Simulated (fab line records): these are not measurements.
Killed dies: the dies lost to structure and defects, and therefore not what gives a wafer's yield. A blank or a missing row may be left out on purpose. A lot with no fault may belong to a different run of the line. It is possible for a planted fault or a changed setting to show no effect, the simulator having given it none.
fab line records	flow sky130
[record] lots = 6	wafers = 18	last-day = 50
route steps=708 shown CAPM@554 METAL3@555 PAD_OPEN@708
lots that met no fault: from a run of the same line without faults
start-h: hours from the record's opening day to when the first of the lot's shown wafers began	wait-h: hours since the lot's step before	" the same as in the row above	L1.1+2: a single row standing in for several wafers	- either no value or no given start	* or withheld: withheld	< > ~ a bound
route shown NAME@n: names a module that has steps shown in the file, with the first one's number in the route	usual: mean/standard deviation of fault-free wafers	same: alike in all rows	chamber/n: place in a boat	sites: per-site readings	_std_site: their standard deviation	_edge_site: mean of outer sites minus mean of inner sites	radius-mm: for every site, how far away it sits from the centre of the wafer	mask NAME#n: copy n	behind: tool/chamber where the wafer was last shaped	hold: what put the lot on hold/how long, in hours/how the hold closed	device: names the non-switching transistor (n, p or np)	end of line: at the end of the route, the tests of the same wafers	a step without rows: its recipe alone	killed: count of dies lost to structure and defects at first sort (not the wafer's yield)	map: a wafer's dies, marking killed ones x, the rest . and places with no die _
set.NAME: the setting the step ran with; set.NAME@STEP: the setting that earlier step ran with	model.NAME: the simulator's own value behind a step, which no gauge read
lots seen at some steps along the route; tables by step, rows by wafer
services: when a tool's chamber went out of use (start-h, in hours from the record's first day, below 0 if earlier), for how many hours, and the reason
[[steps]]
[step SKY_CAPM_CLEAN_17]
[recipe] chemistry = O3/DIW	dry = n2-spin
[step SKY_METAL3_DEHYDRATE_05]
[recipe] temp-c = 200	time-s = 60
[step SKY_METAL3_HMDS_06]
[recipe] prime-time-s = 60	prime-temp-c = 120
[step SKY_METAL3_COAT_07]
[recipe] resist = BARC	temp-c = withheld	time-s = withheld	spin-rpm = 3000	resist-thk-nm = 60
[step SKY_METAL3_COAT_08]
[recipe] resist = KrF-thick	spin-rpm = 3000	resist-thk-nm = 1140
[step SKY_METAL3_SOFTBAKE_09]
[recipe] temp-c = 100	time-s = 90	resist = KrF-thick
[step SKY_METAL3_EXPOSE_10]
[recipe] mask-id = MM3	na = 0.68	source-shape = annular	sigma-inner = 0.4	sigma-outer = 0.8	target-cd-nm = 300	dose-mj = 28
[step SKY_METAL3_PEB_11]
[recipe] peb-temp-c = withheld	peb-time-s = withheld	resist = KrF-thick
[step SKY_METAL3_DEVELOP_12]
[recipe] develop-time-s = 60	resist = KrF-thick	dev-temp-c = 21
[step SKY_METAL3_CD_MEAS_13]
[recipe] target-cd-nm = 300
[usual] cd-nm = 299.9/1.6
lot.wafer	tool	chamber	start-h	wait-h	cd-nm
L835.2	cd-sem-01	-	913.09	-	299.8
L835.3	"	-	"	"	300.4
L835.5	"	-	"	"	299.6
L836.1	cd-sem-02	-	923.62	-	297.1
L836.4	"	-	"	"	299.7
L836.5	"	-	"	"	298.8
L839.1	cd-sem-01	-	955.37	-	300.6
L839.5	"	-	"	"	299.8
L839.6	"	-	"	"	300.9
L840.1	cd-sem-01	-	958.39	-	301.8
L840.3	"	-	"	"	301.5
L840.5	"	-	"	"	301.6
L852.2	cd-sem-01	-	1044.96	-	301.3
L852.3	"	-	"	"	301.0
L852.4	"	-	"	"	302.6
L853.1	cd-sem-01	-	1045.91	-	301.6
L853.2	"	-	"	"	300.2
L853.5	"	-	"	"	300.7
[step SKY_METAL3_OVL_MEAS_14]
[usual] METAL3_OVL = 2/5.6
lot.wafer	tool	chamber	start-h	wait-h	METAL3_OVL[nm]
L835.2	overlay-01	-	913.20	0.1	-10
L835.3	"	-	"	"	3
L835.5	"	-	"	"	-3
L836.1	overlay-02	-	923.74	0.1	6
L836.4	"	-	"	"	-4
L836.5	"	-	"	"	-3
L839.1	overlay-01	-	955.49	0.1	1
L839.5	"	-	"	"	-10
L839.6	"	-	"	"	-7
L840.1	overlay-01	-	958.51	0.1	5
L840.3	"	-	"	"	-3
L840.5	"	-	"	"	-6
L852.2	overlay-01	-	1045.07	0.1	-2
L852.3	"	-	"	"	0
L852.4	"	-	"	"	0
L853.1	overlay-01	-	1046.03	0.1	2
L853.2	"	-	"	"	3
L853.5	"	-	"	"	0
[step SKY_METAL3_DESCUM_15]
[recipe] chemistry = O2	source-power-w = 150	bias-power-w = 0	pressure-mtorr = 10	temp-c = 40	time-s = 8
[usual] drypump-motor-current-A = 5.7/0.36	oes-product-au = 1.006/0.015	rf-fwd-power-W = 147.3/0.81
lot.wafer	tool	chamber	start-h	wait-h	drypump-motor-current-A	oes-product-au	rf-fwd-power-W	rf-hours-counter-h
L835.2	rie-metal-01	1	913.23	0.0	5.5	0.990	146.2	19
L835.3	"	1	"	"	5.4	0.998	146.2	-
L835.5	"	0	"	"	5.9	0.990	148.2	-
L836.1	rie-metal-03	1	923.78	0.0	6.3	0.984	148.6	10
L836.4	"	1	"	"	6.3	0.980	148.5	-
L836.5	"	0	"	"	5.7	1.024	146.5	-
L839.1	rie-metal-03	1	955.53	0.0	6.3	0.990	148.2	12
L839.5	"	0	"	"	5.7	1.014	147.1	-
L839.6	"	1	"	"	6.3	0.999	147.5	-
L840.1	rie-metal-03	0	958.55	0.0	5.7	1.033	146.4	10
L840.3	"	1	"	"	6.3	0.994	148.0	-
L840.5	"	1	"	"	6.3	0.988	148.0	-
L852.2	rie-metal-01	0	1045.10	0.0	5.9	0.984	148.0	11
L852.3	"	1	"	"	5.4	0.998	147.1	-
L852.4	"	0	"	"	5.9	0.979	147.8	-
L853.1	rie-metal-01	1	1046.06	0.0	5.4	1.001	145.8	4
L853.2	"	0	"	"	5.9	0.982	147.5	12
L853.5	"	1	"	"	5.5	1.002	145.9	-
[step SKY_METAL3_ETCH_16]
[recipe] chemistry = N2/H2	target = BARC	ion-energy-ev = 200	bias-w = 100	pressure-mtorr = 30	n2-flow-sccm = 100	h2-flow-sccm = 200	icp-w = 500	stop-on = SiO2	time-s = 88.2	target-depth-a = 600
[usual] drypump-motor-current-A = 5.7/0.36	h2-flow-sccm = 199.8/0.55	oes-product-au = 0.626/0.0048	rf-fwd-power-W = 497.0/1.7	throttle-valve-pct = 13.205/0.0094
lot.wafer	tool	chamber	start-h	wait-h	drypump-motor-current-A	h2-flow-sccm	oes-product-au	rf-fwd-power-W	rf-hours-counter-h	throttle-valve-pct	model.SiO2_of_CAPM_CVD_00.thk-nm
L835.2	rie-metal-01	1	913.26	0.0	5.5	199.6	0.619	496.3	19	13.203	14.76
L835.3	"	1	"	"	5.5	199.2	0.636	494.6	-	13.214	15.47
L835.5	"	0	"	"	5.9	199.9	0.627	500.4	-	13.208	14.99
L836.1	rie-metal-03	1	923.81	0.0	6.3	199.3	0.623	497.8	10	13.212	15.25
L836.4	"	1	"	"	6.3	200.0	0.623	500.0	-	13.222	15.56
L836.5	"	0	"	"	5.7	199.7	0.628	496.6	-	13.206	15.64
L839.1	rie-metal-03	1	955.56	0.0	6.3	199.9	0.623	499.3	12	13.200	14.51
L839.5	"	0	"	"	5.7	200.2	0.623	497.3	-	13.207	15.2
L839.6	"	1	"	"	6.3	200.4	0.625	496.1	-	13.213	14.71
L840.1	rie-metal-03	0	958.58	0.0	5.7	199.9	0.621	494.9	10	13.203	15.24
L840.3	"	1	"	"	6.3	200.5	0.626	500.0	-	13.210	15.06
L840.5	"	1	"	"	6.3	199.9	0.631	498.6	-	13.211	15.25
L852.2	rie-metal-01	0	1045.13	0.0	5.9	200.1	0.631	496.2	11	13.208	15.73
L852.3	"	1	"	"	5.5	200.0	0.626	494.8	-	13.204	15.46
L852.4	"	0	"	"	5.9	200.4	0.622	499.1	-	13.205	15.78
L853.1	rie-metal-01	1	1046.09	0.0	5.5	198.9	0.629	495.7	4	13.208	15.14
L853.2	"	0	"	"	6.0	200.2	0.620	497.4	12	13.188	15.46
L853.5	"	1	"	"	5.5	199.9	0.619	498.8	-	13.204	15.42
[step SKY_METAL3_ETCH_17]
[recipe] target = SiO2	stop-on = TiN	chemistry = C4F8/O2/Ar	source-w = 1500	bias-w = 1200	pressure-mtorr = 40	c4f8-flow-sccm = withheld	O2_flow_sccm = 6	Ar_flow_sccm = 300	time-s = 3.9	target-depth-a = 150
[usual] oes-product-au = 0.754/0.0089	rf-fwd-power-W = 1472/6.8
lot.wafer	tool	chamber	start-h	wait-h	oes-product-au	rf-fwd-power-W	rf-hours-counter-h
L835.2	rie-diel-01	0	913.36	0.1	0.728	1476	12
L835.3	"	1	"	"	0.753	1467	3
L835.5	"	3	"	"	0.750	1475	-
L836.1	rie-diel-04	0	923.91	0.1	0.748	1476	6
L836.4	"	1	"	"	0.753	1471	13
L836.5	"	0	"	"	0.755	1485	-
L839.1	rie-diel-04	0	955.66	0.1	0.736	1480	7
L839.5	"	2	"	"	0.759	1474	-
L839.6	"	3	"	"	0.738	1480	-
L840.1	rie-diel-03	1	958.68	0.1	0.745	1467	9
L840.3	"	3	"	"	0.750	1467	7
L840.5	"	3	"	"	0.749	1465	-
L852.2	rie-diel-04	0	1045.23	0.1	0.764	1467	10
L852.3	"	1	"	"	0.745	1473	17
L852.4	"	3	"	"	0.763	1472	21
L853.1	rie-diel-03	2	1046.19	0.1	0.739	1466	13
L853.2	"	0	"	"	0.752	1475	16
L853.5	"	3	"	"	0.750	1464	-
[step SKY_PAD_OPEN_PROBE_99]
[usual] defect-limited-yield = 82.3/2	killed_at_M0_to_M3 = 43/7	killed_at_M4_up = 3.5/1.9	killed-at-contacts = 24/5.3	killed-at-front-end = 15/4.4	killed-at-other = 0.3/0.69	killed-dies = 87/9.7	killed-open = 48/7	killed-short = 39/6.4	sort_bin_3_pad_short = 0.9/0.46	sort_bin_5_function = 10.5/1.4	sort_bin_6_memory = 6.3/1.2	sort-n-pass = 405/9.7	sort-yield-pct = 82.3/2
[same] gross-dies = 492	killed-at-back-side = 0	sort_bin_4_leakage[%] = 0	sort_bin_8_speed[%] = 0
lot.wafer	tool	chamber	start-h	wait-h	defect-limited-yield[%]	killed_at_M0_to_M3	killed_at_M4_up	killed-at-contacts	killed-at-front-end	killed-at-other	killed-dies	killed-open	killed-short	sort_bin_3_pad_short[%]	sort_bin_5_function[%]	sort_bin_6_memory[%]	sort-n-pass	sort-yield-pct[%]
L839.1	prober-01	-	1118.23	0.1	81.3	51	5	23	13	0	92	52	40	1.2	9.3	8.1	400	81.3
L839.5	prober-01	-	1118.43	0.2	82.9	36	3	27	18	0	84	44	40	1.2	10.0	5.9	408	82.9
L839.6	prober-01	-	1118.48	0.2	82.1	48	3	27	10	0	88	50	38	1.2	9.3	7.3	404	82.1
L852.2	prober-01	-	1188.82	0.1	79.3	46	4	34	18	0	102	52	49	1.8	10.8	8.1	390	79.3
L852.3	prober-01	-	1188.87	0.2	82.5	43	2	33	7	1	86	55	31	0.4	11.8	5.3	406	82.5
L852.4	prober-01	-	1188.92	0.2	80.1	56	5	25	12	0	98	53	45	0.8	12.8	6.3	394	80.1
L853.1	prober-02	-	1189.73	0.1	82.5	36	3	30	16	1	86	49	37	0.6	11.2	5.7	406	82.5
L853.2	prober-02	-	1189.78	0.1	83.9	37	1	19	22	0	79	47	32	0.2	10.2	5.7	413	83.9
L853.5	prober-02	-	1189.93	0.2	82.7	37	3	25	20	0	85	53	32	0.8	9.8	6.7	407	82.7
// killed by level:class
L839.1 VIA3:geometric-particle:open=11 CONTACT:geometric-particle:open=10 VIA1:geometric-particle:open=9 LI_CONTACT:geometric-particle:open=7 METAL2:geometric-particle:short=7 FIELD_ISO:geometric-particle:open=5 FIELD_ISO:geometric-particle:short=5 METAL3:geometric-particle:short=5
L839.5 CONTACT:geometric-particle:open=15 VIA1:geometric-particle:open=7 LI_CONTACT:geometric-particle:open=6 FIELD_ISO:geometric-particle:short=5 METAL1:geometric-particle:short=5 METAL2:geometric-particle:short=5 VIA2:geometric-particle:open=4 VIA3:geometric-particle:open=4
L839.6 LI_CONTACT:geometric-particle:open=8 CONTACT:geometric-particle:open=8 VIA1:geometric-particle:open=8 VIA3:geometric-particle:open=8 FIELD_ISO:geometric-particle:open=6 METAL1:geometric-particle:short=6 VIA2:geometric-particle:open=5 VIA3:geometric-particle:short=5
L852.2 CONTACT:geometric-particle:open=18 VIA1:geometric-particle:open=7 METAL2:geometric-particle:short=7 VIA3:geometric-particle:open=7 VIA1:geometric-particle:short=6 LI_CONTACT:geometric-particle:short=5 LI_CONTACT:geometric-particle:open=5 VIA2:geometric-particle:short=5
L852.3 CONTACT:geometric-particle:open=10 LI_CONTACT:geometric-particle:open=9 VIA1:geometric-particle:open=9 VIA2:geometric-particle:open=8 CONTACT:geometric-particle:short=6 VIA3:geometric-particle:open=6 POLY_GATE:geometric-particle:open=4 VIA1:geometric-particle:short=4
L852.4 VIA1:geometric-particle:open=18 CONTACT:geometric-particle:open=9 CONTACT:geometric-particle:short=7 METAL2:geometric-particle:short=7 METAL1:geometric-particle:short=6 VIA2:geometric-particle:open=6 VIA3:geometric-particle:open=6 VIA1:geometric-particle:short=5
L853.1 LI_CONTACT:geometric-particle:open=11 VIA1:geometric-particle:open=10 FIELD_ISO:geometric-particle:open=6 CONTACT:geometric-particle:short=6 CONTACT:geometric-particle:open=5 VIA2:geometric-particle:open=5 VIA2:geometric-particle:short=5 POLY_GATE:geometric-particle:short=4
L853.2 LI_CONTACT:geometric-particle:open=9 VIA1:geometric-particle:open=8 VIA3:geometric-particle:open=6 FIELD_ISO:geometric-particle:open=5 FIELD_ISO:geometric-particle:short=5 CONTACT:geometric-particle:open=5 VIA1:geometric-particle:short=4 VIA2:geometric-particle:short=4
L853.5 FIELD_ISO:geometric-particle:open=10 VIA1:geometric-particle:open=9 LI_CONTACT:geometric-particle:open=9 VIA2:geometric-particle:open=8 CONTACT:geometric-particle:open=7 FIELD_ISO:geometric-particle:short=5 LOCAL_INTERCONNECT:geometric-particle:short=5 VIA3:geometric-particle:open=4
[[services]]
tool	chamber	start-h	hours	kind
rie-diel-01	1	927.77	21.2	repair
rie-diel-03	-	935.57	15.6	pm
rie-diel-01	3	943.23	8.3	repair
rie-metal-01	1	948.49	-	clean
rie-metal-01	1	948.49	32.2	scheduled-down
rie-metal-01	1	948.49	32.2	vent-cycle
rie-diel-03	2	952.71	8.0	repair
rie-diel-04	3	960.03	6.1	repair
rie-diel-04	1	971.60	7.2	repair
rie-diel-03	-	1004.28	2.8	pm
rie-diel-04	2	1042.07	2.6	repair
[[key]]
first-sign none at tools or gauges
[model-effect] step = SKY_METAL3_ETCH_16	value = SiO2_of_CAPM_CVD_00.thk-nm	without = 15.32	struck = 14.99
met-at SKY_METAL3_ETCH_16
struck-wafers L839.1,L839.5,L839.6,L840.1,L840.3,L840.5
onset-between 923.81 955.56
also-fits SKY_METAL3_DESCUM_15:rie-metal-03
[fault] kind = process-parameter-drift	tool = rie-metal-03	chamber = -	onset-h = 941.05	steps = SKY_METAL3_ETCH_16	channel = ion-energy-ev	offset = 32	shape = step	end-h = 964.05	acts-in = these-recipes-only	stated = 200
